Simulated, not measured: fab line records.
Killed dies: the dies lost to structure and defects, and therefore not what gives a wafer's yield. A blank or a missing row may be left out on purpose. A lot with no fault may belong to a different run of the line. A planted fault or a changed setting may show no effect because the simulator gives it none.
Struck lot and sound lot, side by side -- flow sky130 -- 16 steps out of a route of 708
Sound: the wafers L857.3, L857.5, L857.6. Struck: wafer L873.5 (left out: L873.2, L873.4 of the same lot, which were not struck); the cause appears at the end.
At each step with rows: each side's tool, then ch and its chambers, then its first start. Under that, the readings that differ: sound wafers -- struck wafers -- difference of the means -- sigmas: that difference in standard deviations of wafers without a fault.
alike: words and numbers the same on both sides, and readings whose means are apart by under 2 such deviations; not compared: readings that were withheld, readings missing a value for some wafer, numbers with overlapping values and no deviation given by the record, and bounds like >300 which may hide the same value.
A row with sigmas, a row that says differs or no value, or rows on one side alone: a step with any of these is where the two part. Numbers that have no deviation but don't overlap get no sigmas and don't part them. A reading missing from all wafers of one side parts the sides only when that side holds two or more wafers.

first, 6 steps without rows for these wafers: SKY_METAL5_HMDS_08 (prime time 60 s); SKY_METAL5_COAT_09 (resist thk 1800 nm); SKY_METAL5_SOFTBAKE_10 (time 60 s); SKY_METAL5_EXPOSE_11 (exposes mask MM5, target cd 1600 nm); SKY_METAL5_PEB_12; SKY_METAL5_DEVELOP_13 (develop time 60 s).
SKY_METAL5_DESCUM_14: chemistry O2, time 11 s.
  sound on rie_metal-03 ch 0,1, day 45 01:26; struck on rie_metal-04 ch 1, day 48 19:04
  alike: drypump_motor_current_A, oes_product_au
  not compared: rf_hours_counter_h
SKY_METAL5_METAL_ETCH_15: etches the open film in Cl2/BCl3, stops on SiO2, target depth 1260 nm, time 252 s.
  sound on rie_metal-03 ch 0,1, day 45 01:32; struck on rie_metal-04 ch 1, day 48 19:05
  alike: drypump_motor_current_A, oes_product_au, throttle_valve_pct
  not compared: rf_hours_counter_h
SKY_METAL5_STRIP_16: strips in O2/N2.
  sound on plasma_asher-04 ch 0,1, day 45 01:43; struck on plasma_asher-03 ch 0, day 48 19:19
  alike: drypump_motor_current_A, oes_product_au, strip_time_to_endpoint_s
  not compared: rf_hours_counter_h
then, 3 steps without rows for these wafers: SKY_METAL5_STRIP_17 (strips in post etch residue remover, time 1200 s); SKY_METAL5_CLEAN_18 (cleans in IPA, time 180 s); SKY_METAL5_CLEAN_19 (cleans in O3/DIW).
SKY_PASSIVATION_CVD_00: deposits SiO2, target thk 90 nm.
  sound on pecvd-02 ch 0,1, day 45 02:17; struck on pecvd-02 ch 0, day 48 19:55
  alike: heater_power_outer_w, heater_power_w
SKY_PASSIVATION_THK_MEAS_01:
  sound on film_metro-04, day 45 02:19; struck on film_metro-01, day 48 20:17
reading,sound,struck,difference,sigmas
PASSIVATION_CVD_00_THK (nm),89.7 89.5 90.8,82.9,-7.1,-7
  not compared: hold
SKY_PASSIVATION_CVD_02: deposits Si3N4, target thk 540 nm.
  sound on pecvd-03 ch 0,1, day 45 02:22; struck on pecvd-01 ch 1, day 49 00:07
reading,sound,struck,difference,sigmas
hold,- - -,await_dispo/3.8h/release,no value on the sound wafers,
heater_power_outer_w (W),340 346 474,551,+164,+2
  alike: heater_power_w
SKY_PAD_OPEN_PROBE_99:
  record: rows for the struck wafers here (prober-01, day 50 08:37), none for the sound ones

## WHERE THEY PART
Last at SKY_PAD_OPEN_PROBE_99 as far as this record goes, first at SKY_PASSIVATION_THK_MEAS_01.

WHY: whatever the simulator had introduced
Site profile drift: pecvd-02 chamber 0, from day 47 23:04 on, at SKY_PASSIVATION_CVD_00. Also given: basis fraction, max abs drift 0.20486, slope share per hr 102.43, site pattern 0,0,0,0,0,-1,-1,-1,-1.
